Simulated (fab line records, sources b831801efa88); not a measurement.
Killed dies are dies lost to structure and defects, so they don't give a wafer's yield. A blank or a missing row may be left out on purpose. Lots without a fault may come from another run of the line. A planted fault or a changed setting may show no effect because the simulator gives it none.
Chamber matching | flow gf180mcu | GF_V4_CMP_26 on cmp-01: 4 sister chambers
The step polishes, stops on SiO2, t overpolish 15 s, target thk 0 nm. 8 wafers are shown with their chamber, then 7 later ones without.

WAFERS WITH THEIR CHAMBER
wafer  | chamber | motor_current_A (A) | overpolish_run_s (s)
L297.3 | 2       | 9.5                 | 14.998
L297.6 | 1       | 10.3                | 15.008
L298.3 | 1       | 9.8                 | 15.002
L299.2 | 0       | 10.2                | 15.014
L299.3 | 3       | 13.4                | 15.001
L299.6 | 3       | 13.1                | 14.997
L300.1 | 0       | 9.7                 | 15.014
L300.4 | 2       | 9.8                 | 15.006

WAFERS WITHOUT THEIR CHAMBER
wafer  | motor_current_A (A) | overpolish_run_s (s)
L300.5 | 10.2                | 14.979
L301.3 | 10.1                | 14.997
L301.4 | 13.3                | 15.022
L301.6 | 13.5                | 15.011
L302.2 | 13.5                | 15.005
L302.3 | 10.3                | 15.021
L302.6 | 13.6                | 14.998

WHICH CHAMBER EACH WENT THROUGH
wafer  | from the rows above     | in truth
L300.5 | can't be placed: 2 or 1 | 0
L301.3 | can't be placed: 2 or 1 | 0
L301.4 | 3                       | 3
L301.6 | 3                       | 3
L302.2 | 3                       | 3
L302.3 | 0                       | 0
L302.6 | 3                       | 3
Placed correctly: 5 of 7. Can't be placed from these rows: 2 (the true chamber is among the candidates in 0). Placed wrongly: 0.
How it was worked out, from the rows above alone: a wafer's distance from a chamber is the root of the sum, over the readings, of the square of ((its reading less the chamber's mean) divided by the reading's scatter). The wafer belongs to the nearest chamber; if the next one is less than 2 further off, it can't be placed. A chamber's mean is the mean of its shown wafers. The scatter: the root of (the sum of the squares of (reading less its chamber's mean) over the shown wafers, divided by (wafers less chambers)).
